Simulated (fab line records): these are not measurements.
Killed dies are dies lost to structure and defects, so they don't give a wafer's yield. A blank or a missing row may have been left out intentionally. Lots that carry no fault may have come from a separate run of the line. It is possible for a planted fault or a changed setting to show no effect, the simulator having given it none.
Tool commonality check | flow gf180mcu | Sample size 11 lots and 33 wafers

## THE REASON FOR OPENING IT
At GF_VT_IMPLANT_TW_MEAS_32 the reading VT_IMPLANT_3_TW is flagged on 1 of 11 lots. Fault-free wafers read 271.8, with a standard deviation of 2.3.
Rule: flag the lot when none of its wafers has a number, or when each of its wafers that has one lies beyond 4 standard deviations from that mean. The other lots count as sound.

lot  | measured     | on            | VT_IMPLANT_3_TW, wafer by wafer | flag
L611 | day 7 10:11  | film_metro-04 | 271.2 271.9 270.9               |
L614 | day 8 00:17  | film_metro-02 | 272.6 272.2 271.0               |
L615 | day 8 08:59  | film_metro-02 | 272.1 270.1 271.7               |
L617 | day 9 00:26  | film_metro-01 | 274.0 274.3 274.1               |
L621 | day 9 22:54  | film_metro-02 | 270.0 269.1 269.9               |
L622 | day 10 05:14 | film_metro-02 | 270.9 269.9 271.3               |
L625 | day 11 01:02 | film_metro-01 | 274.8 274.8 276.9               |
L627 | day 11 10:55 | film_metro-02 | 29.9 29.9 30.1                  | FLAGGED
L631 | day 12 17:11 | film_metro-01 | 274.4 272.9 273.3               |
L632 | day 12 18:02 | film_metro-01 | 273.7 273.4 273.8               |
L633 | day 13 02:08 | film_metro-02 | 272.4 272.9 273.5               |
Flagged lots average 30.0: -241.8 relative to the usual, that is -99 or more standard deviations.

## WHICH TOOL EACH LOT WENT THROUGH
The record holds 1 process step before the reading, out of a route of 602 steps. Read each cell as the tool, then ch plus the chambers that the sampled wafers visited, then the start.
lot  | flag    | GF_VT_IMPLANT_EXPOSE_26
L611 |         | iline_stepper-02 ch 0, day 7 01:48
L614 |         | iline_stepper-01 ch 0, day 7 16:02
L615 |         | iline_stepper-01 ch 0, day 8 01:16
L617 |         | iline_stepper-01 ch 0, day 8 16:17
L621 |         | iline_stepper-02 ch 0, day 9 14:47
L622 |         | iline_stepper-02 ch 0, day 9 20:04
L625 |         | iline_stepper-02 ch 0, day 10 15:46
L627 | FLAGGED | iline_stepper-02 ch 0, day 11 01:28
L631 |         | iline_stepper-02 ch 0, day 12 07:05
L632 |         | iline_stepper-02 ch 0, day 12 08:05
L633 |         | iline_stepper-02 ch 0, day 12 16:23
What these steps do:
- GF_VT_IMPLANT_EXPOSE_26: exposes mask LVPWELL HV AREA, target cd 860 nm.
- GF_VT_IMPLANT_TW_MEAS_32

## FLAGGED AGAINST TOTAL, ONE TOOL AT A TIME (gauges that did the reading follow at the end)
step                     | tool             | lots run | flagged | share of the flagged lots | sound lots run after its first flagged lot
GF_VT_IMPLANT_EXPOSE_26  | iline_stepper-01 | 3        | 0       | none                      | -
GF_VT_IMPLANT_EXPOSE_26  | iline_stepper-02 | 8        | 1       | all                       | 3 (L631,L632,L633)
GF_VT_IMPLANT_TW_MEAS_32 | film_metro-01    | 4        | 0       | none                      | -
GF_VT_IMPLANT_TW_MEAS_32 | film_metro-02    | 6        | 1       | all                       | 1 (L633)
GF_VT_IMPLANT_TW_MEAS_32 | film_metro-04    | 1        | 0       | none                      | -

## WHAT IS ALLOWED BY THE TABLE
Every flagged lot went through 2 rows of the table: iline_stepper-02 at GF_VT_IMPLANT_EXPOSE_26 and film_metro-02 at GF_VT_IMPLANT_TW_MEAS_32.
- iline_stepper-02 at GF_VT_IMPLANT_EXPOSE_26: 1 of its 8 lots flagged. After the first flagged lot (L631, L632, L633), sound lots still ran on it; a lasting fault on the whole tool would not permit that.
- film_metro-02 at GF_VT_IMPLANT_TW_MEAS_32: 1 of its 6 lots flagged. After the first flagged lot (L633), sound lots still ran on it; a lasting fault on the whole tool would not permit that.
None of the table's rows ran every flagged lot and, after the first, no sound lot.

## WHAT HAD BEEN PUT IN BY THE SIMULATOR
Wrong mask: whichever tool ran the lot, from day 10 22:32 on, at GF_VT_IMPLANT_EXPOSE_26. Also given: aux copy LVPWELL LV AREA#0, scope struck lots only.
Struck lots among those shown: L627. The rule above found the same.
